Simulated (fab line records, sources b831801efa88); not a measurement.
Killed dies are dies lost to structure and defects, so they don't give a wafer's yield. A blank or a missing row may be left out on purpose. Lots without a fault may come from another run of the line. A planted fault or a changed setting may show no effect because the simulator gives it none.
Which tool did it? | flow sky130 | 11 lots, 33 wafers sampled, at 6 steps of a route of 708

WHAT THE GAUGES READ, wafer by wafer
SKY_METAL1_RS_MEAS_05: measures by four-point-probe.
lot  | measured     | on            | METAL1_ALCU_RS (ohm/sq)
L168 | day 31 17:08 | film_metro-01 | 0.1267 0.1265 0.1275
L169 | day 32 03:11 | film_metro-04 | 0.1258 0.1267 0.1272
L171 | day 32 22:31 | film_metro-01 | 0.1258 0.1265 0.1267
L173 | day 32 22:34 | film_metro-03 | 0.1274 0.1263 0.1255
L179 | day 35 06:51 | film_metro-04 | 0.1250 0.1248 0.1255
L180 | day 35 14:43 | film_metro-04 | 0.1259 0.1265 0.1256
L181 | day 35 18:46 | film_metro-04 | 0.1254 0.1267 0.1294
L182 | day 36 05:44 | film_metro-03 | 0.1246 0.1242 0.1228
L184 | day 36 12:40 | film_metro-04 | 0.1261 0.1266 0.1243
L189 | day 38 09:29 | film_metro-03 | 0.1266 0.1268 0.1260
L190 | day 38 12:06 | film_metro-04 | 0.1238 0.1236 0.1228

SKY_VIA1_OVL_MEAS_13.
lot  | measured     | on         | VIA1_OVL (nm)
L168 | day 33 23:57 | overlay-02 | 7 4 11
L169 | day 34 09:13 | overlay-01 | -4 6 -1
L171 | day 35 03:35 | overlay-02 | -2 -5 -3
L173 | day 35 04:12 | overlay-01 | 0 -6 2
L179 | day 37 12:33 | overlay-02 | -6 -6 -6
L180 | day 37 19:38 | overlay-02 | 1 -2 -4
L181 | day 38 00:28 | overlay-02 | 0 1 -1
L182 | day 38 12:03 | overlay-01 | 0 1 6
L184 | day 38 18:25 | overlay-01 | -8 -5 -9
L189 | day 40 13:27 | overlay-01 | -7 0 -4
L190 | day 40 15:42 | overlay-02 | 0 5 -5

SKY_VIA1_RS_MEAS_22: measures by four-point-probe.
lot  | measured     | on            | VIA1_W_RS (ohm/sq)
L168 | day 34 00:52 | film_metro-01 | 0.428 0.431 0.431
L169 | day 34 10:07 | film_metro-02 | 0.419 0.427 0.420
L171 | day 35 04:30 | film_metro-01 | 0.427 0.421 0.424
L173 | day 35 05:07 | film_metro-03 | 0.433 0.431 0.438
L179 | day 37 13:26 | film_metro-01 | 0.425 0.425 0.426
L180 | day 37 20:38 | film_metro-01 | 0.394 0.388 0.392
L181 | day 38 01:26 | film_metro-03 | 0.396 0.394 0.396
L182 | day 38 12:56 | film_metro-03 | 0.400 0.401 0.397
L184 | day 38 19:17 | film_metro-02 | 0.429 0.427 0.429
L189 | day 40 14:19 | film_metro-02 | 0.419 0.419 0.428
L190 | day 40 16:34 | film_metro-02 | 0.431 0.431 0.426

SKY_VIA1_THK_MEAS_23: measures by xrf.
lot  | measured     | on            | VIA1_W_THK (nm)
L168 | day 34 00:59 | film_metro-01 | 273 271 273
L169 | day 34 10:13 | film_metro-02 | 281 278 280
L171 | day 35 04:37 | film_metro-01 | 273 278 273
L173 | day 35 05:14 | film_metro-03 | 270 272 266
L179 | day 37 13:33 | film_metro-01 | 276 277 277
L180 | day 37 20:44 | film_metro-01 | 299 305 300
L181 | day 38 01:33 | film_metro-03 | 293 295 292
L182 | day 38 13:03 | film_metro-03 | 291 291 294
L184 | day 38 19:25 | film_metro-02 | 270 272 272
L189 | day 40 14:26 | film_metro-02 | 281 280 274
L190 | day 40 16:41 | film_metro-02 | 272 273 277

WHICH TOOL RAN EACH LOT (tool, then ch and the chambers of the sampled wafers, then the start)
lot  | SKY_METAL1_SPUTTER_03        | SKY_VIA1_CVD_21
L168 | pvd_sputter-03, day 31 17:02 | cvd_w-02 ch 0,1, day 34 00:46
L169 | pvd_sputter-01, day 32 03:05 | cvd_w-01 ch 0,1, day 34 10:01
L171 | pvd_sputter-04, day 32 22:26 | cvd_w-01 ch 0,1, day 35 04:23
L173 | pvd_sputter-01, day 32 22:29 | cvd_w-02 ch 0,1, day 35 05:01
L179 | pvd_sputter-01, day 35 06:46 | cvd_w-02 ch 0,1, day 37 13:19
L180 | pvd_sputter-04, day 35 14:37 | cvd_w-02 ch 1, day 37 20:28
L181 | pvd_sputter-01, day 35 18:41 | cvd_w-02 ch 1, day 38 01:15
L182 | pvd_sputter-01, day 36 05:40 | cvd_w-02 ch 0,1, day 38 12:50
L184 | pvd_sputter-03, day 36 12:37 | cvd_w-01 ch 0,1, day 38 19:12
L189 | pvd_sputter-03, day 38 09:26 | cvd_w-01 ch 0,1, day 40 14:14
L190 | pvd_sputter-03, day 38 12:02 | cvd_w-01 ch 0,1, day 40 16:29
- SKY_METAL1_SPUTTER_03: material Ti, target thk 5 nm, time 3.3 s.
- SKY_VIA1_CVD_21: deposits W, target thk 270 nm, time 80.902 s.

WHAT THE TOOLS THEMSELVES READ (means of the sampled wafers that have a number; where no wafer has one, the mark that the record gives instead)
SKY_METAL1_SPUTTER_03.
lot  | tool           | throttle_valve_pct (%)
L168 | pvd_sputter-03 | 29.8
L169 | pvd_sputter-01 | 29.3
L171 | pvd_sputter-04 | 30.8
L173 | pvd_sputter-01 | 30.3
L179 | pvd_sputter-01 | 29.5
L180 | pvd_sputter-04 | 30.3
L181 | pvd_sputter-01 | 29.5
L182 | pvd_sputter-01 | 29.8
L184 | pvd_sputter-03 | 29.8
L189 | pvd_sputter-03 | 29.9
L190 | pvd_sputter-03 | 30.3

SKY_VIA1_CVD_21.
lot  | tool     | chamber_pressure_Torr (Torr) | heater_power_outer_w (W) | heater_power_w (W)
L168 | cvd_w-02 | 39.98                        | 519                      | 813
L169 | cvd_w-01 | 39.95                        | 496                      | 807
L171 | cvd_w-01 | 40.01                        | 466                      | 776
L173 | cvd_w-02 | 39.84                        | 516                      | 808
L179 | cvd_w-02 | 40.01                        | 525                      | 804
L180 | cvd_w-02 | 46.24                        | 506                      | 830
L181 | cvd_w-02 | 46.25                        | 508                      | 831
L182 | cvd_w-02 | 46.33                        | 514                      | 817
L184 | cvd_w-01 | 40.10                        | 472                      | 783
L189 | cvd_w-01 | 40.05                        | 497                      | 799
L190 | cvd_w-01 | 39.96                        | 476                      | 786

THE ANSWER, worked out from the rows above alone
Rule: what is usual is taken from the lots themselves. Put in order of their means at a reading, lots are off if they are a third of the lots or fewer, leave a main group of 4 or more, and stand apart from it by a gap of 3 or more times the standard deviation of the main group's means; of several such gaps the widest counts. A main group whose means are all the same, to the digits that the tables above print for the reading, isn't used. A lot without any number at a reading at which 4 lots or more have one is off too. The other lots that the step has rows for count as sound. The gauges are gone through in route order, then the tools' own readings, and for those a lot's mean is taken as printed above. The first step at which some lot is off is used, and at that step the reading that is off furthest; a lot without a number counts as furthest.
Off: L180, L181, L182, at SKY_VIA1_RS_MEAS_22 (VIA1_W_RS). The main group: mean 0.427 ohm/sq, standard deviation 0.004.
A tool fits if, at a process step before that reading, it ran every lot that is off, and no sound lot after the first of them. The gauges at SKY_VIA1_RS_MEAS_22 aren't tried: what is off there is off at SKY_VIA1_CVD_21 too, on other tools, and a gauge's error can't cause that. One fits: cvd_w-02 at SKY_VIA1_CVD_21. Its last sound lot is L179 (day 37 13:19), its first lot that is off L180 (day 37 20:28): a fault that began between those two fits.
The tool's own readings at SKY_VIA1_CVD_21 bear it out: on the lots that are off they differ by more than 5 times the standard deviation of the sound lots' means. chamber_pressure_Torr reads 46.27 Torr there against 39.99 Torr on the sound lots.

WHAT THE SIMULATOR HAD PUT IN
Process parameter drift: cvd_w-02, from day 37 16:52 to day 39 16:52, at SKY_VIA1_CVD_21. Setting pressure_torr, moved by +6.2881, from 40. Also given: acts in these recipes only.
Lots struck among those shown: L180, L181, L182. The rule above found the same.
